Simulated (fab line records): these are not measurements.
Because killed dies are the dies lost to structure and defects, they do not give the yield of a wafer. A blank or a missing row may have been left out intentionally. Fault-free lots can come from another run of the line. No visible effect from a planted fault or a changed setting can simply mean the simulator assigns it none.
Matching of chambers | flow gf180mcu | 4 sister chambers for GF_CONTACT_CMP_27 on cmp-01
The step polishes, stops on SiO2, t overpolish 15 s, target thk 0 nm. 8 wafers are shown with their chamber, then 9 later ones without.

EACH WAFER AND ITS CHAMBER
wafer  | chamber | motorCurrentA (A) | timeToEndpointS (s)
L412.5 | 0       | 11.9              | 77
L419.6 | 0       | 11.7              | 75
L423.5 | 2       | 9.0               | 73
L425.1 | 3       | 10.7              | 77
L425.6 | 3       | 10.2              | 76
L426.2 | 1       | 10.5              | 76
L426.3 | 2       | 9.9               | 72
L426.5 | 1       | 11.1              | 75

WAFERS WITH NO CHAMBER GIVEN
wafer  | motorCurrentA (A) | timeToEndpointS (s)
L428.2 | 10.2              | 77
L428.4 | 10.6              | 71
L428.6 | 10.8              | 74
L430.1 | 9.2               | 79
L430.4 | 10.6              | 77
L430.5 | 10.9              | 75
L433.1 | 8.9               | 75
L433.2 | 10.9              | 73
L433.3 | 10.7              | 75

CHAMBER TAKEN BY EACH
wafer  | from the rows above               | in truth
L428.2 | can't be placed: 3 or 1           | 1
L428.4 | can't be placed: 2 or 1           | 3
L428.6 | can't be placed: 1 or 3 or 0 or 2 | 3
L430.1 | can't be placed: 3 or 1           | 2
L430.4 | can't be placed: 3 or 1           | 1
L430.5 | can't be placed: 1 or 3 or 0      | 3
L433.1 | can't be placed: 2 or 3 or 1      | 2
L433.2 | can't be placed: 1 or 2 or 0 or 3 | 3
L433.3 | can't be placed: 1 or 3           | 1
0 of 9 placed correctly. Cannot be placed on the basis of these rows: 9; the candidates contain the true chamber in 7. Placed wrongly: 0.
How it was worked out, from the rows above alone: a wafer's distance from a chamber is the root of the sum, over the readings, of the square of ((its reading less the chamber's mean) divided by the reading's scatter). The wafer belongs to the nearest chamber; if the next one is less than 2 further off, it can't be placed. The mean given for a chamber averages the wafers shown for that chamber. How the scatter is found: for the shown wafers, subtract from each reading the mean of its chamber, square and add these, divide the total by (wafers less chambers), then take the root.
